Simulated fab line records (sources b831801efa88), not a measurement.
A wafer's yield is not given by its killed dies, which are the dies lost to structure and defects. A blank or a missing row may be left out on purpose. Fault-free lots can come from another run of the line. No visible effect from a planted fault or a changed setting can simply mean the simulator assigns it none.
Commonality check across tools	flow sky130	Sample size 12 lots and 45 wafers

## WHAT PROMPTED THE OPENING
Of 12 lots, 3 have the reading LDD_HVN_TW flagged at SKY_LDD_HVN_TW_MEAS_10. Wafers without a fault read 1439, standard deviation 15.
Rule: a lot gets a flag if all its wafers with a number sit over 4 standard deviations from that mean, or if no wafer of it has a number. All remaining lots are regarded as sound.

lot	measured	on	LDD_HVN_TW, wafer by wafer	flag
L104	day 20 16:49	film metro-02	1420 1418 1418	
L106	day 21 11:19	film metro-02	1425 1424 1427	
L105	day 21 11:50	film metro-03	1463 1456 1462	
L107	day 22 05:37	film metro-03	1446 1453 1449	
L109	day 22 16:53	film metro-02	1358 1351 1353 1359 1356 1362	FLAGGED
L110	day 22 21:47	film metro-04	1365 1365 1367 1374 1364 1369	FLAGGED
L113	day 23 18:13	film metro-02	1331 1340 1339 1342 1336 1344	FLAGGED
L121	day 26 19:52	film metro-04	1456 1453 1456	
L122	day 27 04:35	film metro-04	1450 1457 1444	
L123	day 27 08:19	film metro-02	1422 1421 1428	
L124	day 27 20:01	film metro-03	1454 1454 1450	
L125	day 27 20:58	film metro-04	1446 1447 1448	
Average over the flagged lots: 1354; offset from the usual -85, equal to -6 standard deviations.

## LOT BY LOT: THE TOOL USED
The record holds 1 process step before the reading, out of a route of 708 steps. Cell contents, in order: the tool; ch with the chambers the sampled wafers went through; the start.
lot	flag	SKY_LDD_HVN_IMPLANT_08
L104		implanter-03 ch 0, day 20 16:34
L106		implanter-03 ch 0, day 21 11:05
L105		implanter-02 ch 0, day 21 11:37
L107		implanter-02 ch 0, day 22 05:22
L109	FLAGGED	implanter-03 ch 0, day 22 16:40
L110	FLAGGED	implanter-03 ch 0, day 22 21:33
L113	FLAGGED	implanter-03 ch 0, day 23 17:59
L121		implanter-02 ch 0, day 26 19:37
L122		implanter-03 ch 0, day 27 04:22
L123		implanter-02 ch 0, day 27 08:04
L124		implanter-01 ch 0, day 27 19:46
L125		implanter-01 ch 0, day 27 20:43
What these steps do:
- SKY_LDD_HVN_IMPLANT_08
- SKY_LDD_HVN_TW_MEAS_10

## FLAGGED AGAINST TOTAL, ONE TOOL AT A TIME (gauges that did the reading follow at the end)
step	tool	lots run	flagged	share of the flagged lots	sound lots run after its first flagged lot
SKY_LDD_HVN_IMPLANT_08	implanter-01	2	0	none	-
SKY_LDD_HVN_IMPLANT_08	implanter-02	4	0	none	-
SKY_LDD_HVN_IMPLANT_08	implanter-03	6	3	all	1 (L122)
SKY_LDD_HVN_TW_MEAS_10	film metro-02	5	2	some	1 (L123)
SKY_LDD_HVN_TW_MEAS_10	film metro-03	3	0	none	-
SKY_LDD_HVN_TW_MEAS_10	film metro-04	4	1	some	3 (L121,L122,L125)

## WHAT THE TABLE PERMITS
Rows of the table that ran each flagged lot: 1, that is implanter-03 at SKY_LDD_HVN_IMPLANT_08.
- implanter-03 at SKY_LDD_HVN_IMPLANT_08 ran 6 lots, 3 of them flagged. After the first flagged lot (L122), sound lots still ran on it; a lasting fault on the whole tool would not permit that. Its own readings lie more than 4 standard deviations out on every wafer of the flagged lots: beam energy keV.
No row of the table ran every flagged lot and no sound lot after the first.

## WHAT WAS PUT IN BY THE SIMULATOR
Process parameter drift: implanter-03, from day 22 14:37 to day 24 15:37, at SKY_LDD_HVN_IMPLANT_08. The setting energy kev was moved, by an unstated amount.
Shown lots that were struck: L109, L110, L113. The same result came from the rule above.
